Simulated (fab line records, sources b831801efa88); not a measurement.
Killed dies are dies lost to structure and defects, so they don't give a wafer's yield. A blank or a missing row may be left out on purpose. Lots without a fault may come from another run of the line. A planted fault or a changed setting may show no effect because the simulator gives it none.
Problem report in the 8D (eight disciplines) form, filled by code | flow sky130 | the parts of the form that need people (team, actions taken, sign-off) are left out

1. THE PROBLEM
POLY_GATE_OXIDATION_THK at SKY_POLY_GATE_THK_MEAS_21 reads a mean of 2.72 nm on 6 wafers of 2 lots; wafers without a fault read 3.97 nm with a standard deviation of 0.075. That is -17 standard deviations from the usual mean.
First seen on wafer L234.3, day 20 08:27, on film_metro-04. The record holds 33 wafers of 11 lots with a number at this step. Rule for "out", or "out of limits": more than 4 standard deviations from the usual mean. The other wafers with a number count as sound.

2. WHAT IT IS AND WHAT IT IS NOT
question                    | is                           | is not
which readings at this step | POLY_GATE_OXIDATION_THK      | -
which lots                  | L234, L235                   | L224, L226, L229, L230, L232, L241, L242, L245, L247
which wafers of those lots  | all that have a number       | -
read on which gauges        | film_metro-02, film_metro-04 | film_metro-01
when                        | from day 20 08:27            | up to then (15 sound wafers); but 12 sound wafers of L241, L242, L245, L247 came after

3. SUSPECTS, AND WHAT RULES EACH OUT
Counting: a tool at a process step up to the reading stays a suspect if it ran every lot that is out and no sound lot after the first of them.
- the gauge at SKY_POLY_GATE_THK_MEAS_21: ruled out. The wafers that are out were read on 2 gauges (film_metro-02, film_metro-04).
- plasma_asher-02 at SKY_RES_PROTECT_STRIP_07 (strips in O2/N2): ruled out as a lasting fault. Sound lots L241, L242, L245 ran on it after its first lot that is out, L234 (day 18 18:12).
- furnace-01 at SKY_POLY_GATE_OXIDATION_20 (stabilise 600 s, purge 300 s, target thk 4 nm): ruled out as a lasting fault. Sound lots L245, L247 ran on it after its first lot that is out, L234 (day 20 07:11).
Left after counting: nothing in the record.

4. THE CAUSE (what the simulator had put in)
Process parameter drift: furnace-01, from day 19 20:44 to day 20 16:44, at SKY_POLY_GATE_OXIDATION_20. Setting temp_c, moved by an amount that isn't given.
Counting ruled it out, wrongly: the rule takes a fault to strike every lot that its tool runs from its start on, and this one did not.

5. THE CHAIN OF EFFECTS, in route order
Each row: a reading whose mean over the struck wafers that have a number lies more than 3 standard deviations from the usual. Only readings for which the record gives a usual standard deviation are gone through. hours: the time from each lot's start at the first step in this table that gives one to its start at this step, as a median over the lots. sigmas: the change in usual standard deviations.
hours | step                       | reading                 | usual   | on struck wafers | change | sigmas
0     | SKY_POLY_GATE_OXIDATION_20 | spike_tc_bottom_C       | 867.3 C | 842.6            | -24.7  | -9.9
0     | SKY_POLY_GATE_OXIDATION_20 | spike_tc_centre_C       | 850.6 C | 822.0            | -28.6  | -22
0     | SKY_POLY_GATE_OXIDATION_20 | spike_tc_lower_C        | 849.9 C | 821.3            | -28.6  | -29
0     | SKY_POLY_GATE_OXIDATION_20 | spike_tc_top_C          | 860.7 C | 833.1            | -27.6  | -25
0     | SKY_POLY_GATE_OXIDATION_20 | spike_tc_upper_C        | 851.0 C | 823.8            | -27.2  | -23
0     | SKY_POLY_GATE_OXIDATION_20 | tube_center_temp_C      | 850 C   | 822              | -28    | -99 or more
0     | SKY_POLY_GATE_OXIDATION_20 | tube_center_temp_C_max  | 852.2   | 824.2            | -28.0  | -78
0     | SKY_POLY_GATE_OXIDATION_20 | zone_power_lower_pct    | 18.07 % | 17.05            | -1.02  | -5.1
0     | SKY_POLY_GATE_OXIDATION_20 | zone_power_upper_pct    | 15.13 % | 14.06            | -1.07  | -6.3
1     | SKY_POLY_GATE_THK_MEAS_21  | POLY_GATE_OXIDATION_THK | 3.97 nm | 2.72             | -1.25  | -17
The process steps in it:
- SKY_POLY_GATE_OXIDATION_20: stabilise 600 s, purge 300 s, target thk 4 nm.

6. WHAT WOULD HAVE CAUGHT IT SOONER
In this record the first reading out of limits at a measuring or inspecting step was taken at day 20 08:27, 12 hours after the fault began at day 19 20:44.
The tool's own readings at SKY_POLY_GATE_OXIDATION_20 were out on every struck wafer that the step has a row for (spike_tc_bottom_C, spike_tc_centre_C, spike_tc_lower_C, spike_tc_top_C, spike_tc_upper_C, tube_center_temp_C, tube_center_temp_C_max, zone_power_lower_pct, zone_power_upper_pct): an alarm limit on them would have fired on the first of those.
